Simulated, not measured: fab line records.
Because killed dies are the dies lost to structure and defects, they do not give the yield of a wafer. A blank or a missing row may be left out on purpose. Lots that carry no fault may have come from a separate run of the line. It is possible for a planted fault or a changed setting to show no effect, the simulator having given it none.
A lot that was struck, set against a sound lot :: flow sky130 :: 22 steps out of a route of 708
Sound: wafers L329.3, L329.4, L329.5. Struck: wafers L337.3, L337.4, L337.5. The cause is given at the end.
At each step with rows: each side's tool, then ch and its chambers, then its first start. Under that, the readings that differ: sound wafers :: struck wafers :: difference of the means :: sigmas: that difference in standard deviations of wafers without a fault.
alike: readings whose means differ by less than 2 such deviations, and words and numbers that are the same on both sides. not compared: withheld readings, readings that some wafer has no value for, bounds like >300 that may hide the same value, and numbers for which the record gives no deviation and whose values overlap.
Wherever a step has rows on one side only, a row that says differs or no value, or a row with sigmas, the two part there. Numbers that have no deviation but don't overlap get no sigmas and don't part them. A reading that every wafer of one side lacks parts them only if that side has two wafers or more.

first, 6 steps without rows for these wafers: SKY_LDD_HVN_HMDS_01 (prime time 60 s); SKY_LDD_HVN_COAT_02 (resist thk 300 nm); SKY_LDD_HVN_SOFTBAKE_03 (time 60 s); SKY_LDD_HVN_EXPOSE_04 (exposes mask HVNTM, target cd 700 nm); SKY_LDD_HVN_PEB_05; SKY_LDD_HVN_DEVELOP_06 (develop time 60 s).
SKY_LDD_HVN_OVL_MEAS_07:
  sound on overlay-01, day 23 18:55; struck on overlay-01, day 26 08:51
  alike: LDD_HVN_OVL
then, 1 step without rows for these wafers: SKY_LDD_HVN_IMPLANT_08.
SKY_LDD_HVN_STRIP_09: strips in O2/N2.
  sound on plasmaAsher-02 ch 0,1, day 23 19:07; struck on plasmaAsher-01 ch 0,1, day 26 09:03
  alike: drypumpMotorCurrentA, o2FlowSccm, oesProductAu, stripTimeToEndpointS
  not compared: rfHoursCounterH
SKY_LDD_HVN_TW_MEAS_10:
  sound on filmMetro-01, day 23 19:12; struck on filmMetro-01, day 26 09:08
reading: LDD_HVN_TW
sound: 1412 1417 1409
struck: 1454 1452 1452
difference: +40
sigmas: +3
then, 2 steps without rows for these wafers: SKY_LDD_HVP_DEHYDRATE_00 (time 60 s); SKY_LDD_HVP_HMDS_01 (prime time 60 s).
SKY_LDD_HVP_COAT_02: resist thk 300 nm.
  sound on lithoTrack-04 ch 0, day 24 09:38; struck on lithoTrack-03 ch 0, day 26 23:26
reading: dispensePressureKPa (kPa)
sound: 53.7 53.6 53.7
struck: 56.4 56.4 56.4
difference: +2.7
sigmas: +2

reading: spinSpeedRpm (rpm)
sound: 2999.2 3000.1 2998.9
struck: 2782.4 2783.7 2782.5
difference: -216.5
sigmas: -99 or more

reading: model.NOVOLAK_of_LDD_HVP_COAT_02.thkNm (nm)
sound: 297.8 298 297.5
struck: 311.9 312.3 312.6
difference: +14.5
sigmas: 
  alike: chillPlateTempC
then, 3 steps without rows for these wafers: SKY_LDD_HVP_SOFTBAKE_03 (time 60 s); SKY_LDD_HVP_EXPOSE_04 (exposes mask HVPTM, target cd 700 nm); SKY_LDD_HVP_PEB_05.
SKY_LDD_HVP_DEVELOP_06: develop time 60 s.
  sound on lithoTrack-02 ch 0, day 25 00:32; struck on lithoTrack-02 ch 0, day 27 14:05
reading: model.NOVOLAK_of_LDD_HVP_COAT_02.thkNm (nm)
sound: 297.4 297.6 297.1
struck: 311.5 311.9 312.2
difference: +14.5
sigmas: 
  alike: chillPlateTempC
SKY_LDD_HVP_OVL_MEAS_07:
  sound on overlay-01, day 25 00:40; struck on overlay-01, day 27 14:13
  alike: LDD_HVP_OVL
then, 1 step without rows for these wafers: SKY_LDD_HVP_IMPLANT_08.
SKY_LDD_HVP_STRIP_09: strips in O2/N2.
  sound on plasmaAsher-02 ch 0,1, day 25 00:52; struck on plasmaAsher-02 ch 0,1, day 27 14:25
reading: o2FlowSccm (sccm)
sound: 3012 3009 2998
struck: 2999 2989 2977
difference: -18
sigmas: -2

reading: stripTimeToEndpointS (s)
sound: 4.106 4.111 4.076
struck: 4.290 4.292 4.281
difference: +0.190
sigmas: +11
  alike: drypumpMotorCurrentA, oesProductAu
  not compared: rfHoursCounterH
SKY_LDD_HVP_TW_MEAS_10:
  sound on filmMetro-03, day 25 00:57; struck on filmMetro-02, day 27 14:30
  alike: LDD_HVP_TW
-- record jumps: 22 days separate the struck wafers' starts on either side; left off in module LDD_HVP, taken up again in module PAD_OPEN, whose first shown step is the route's number 708 --
SKY_PAD_OPEN_PROBE_99:
  rows exist in the record for the struck wafers here (prober-01, day 49 13:56), but not for the sound ones

WHERE THEY PART
At SKY_LDD_HVN_TW_MEAS_10 first; at SKY_PAD_OPEN_PROBE_99 last (within this record only).

WHY: whatever the simulator had introduced
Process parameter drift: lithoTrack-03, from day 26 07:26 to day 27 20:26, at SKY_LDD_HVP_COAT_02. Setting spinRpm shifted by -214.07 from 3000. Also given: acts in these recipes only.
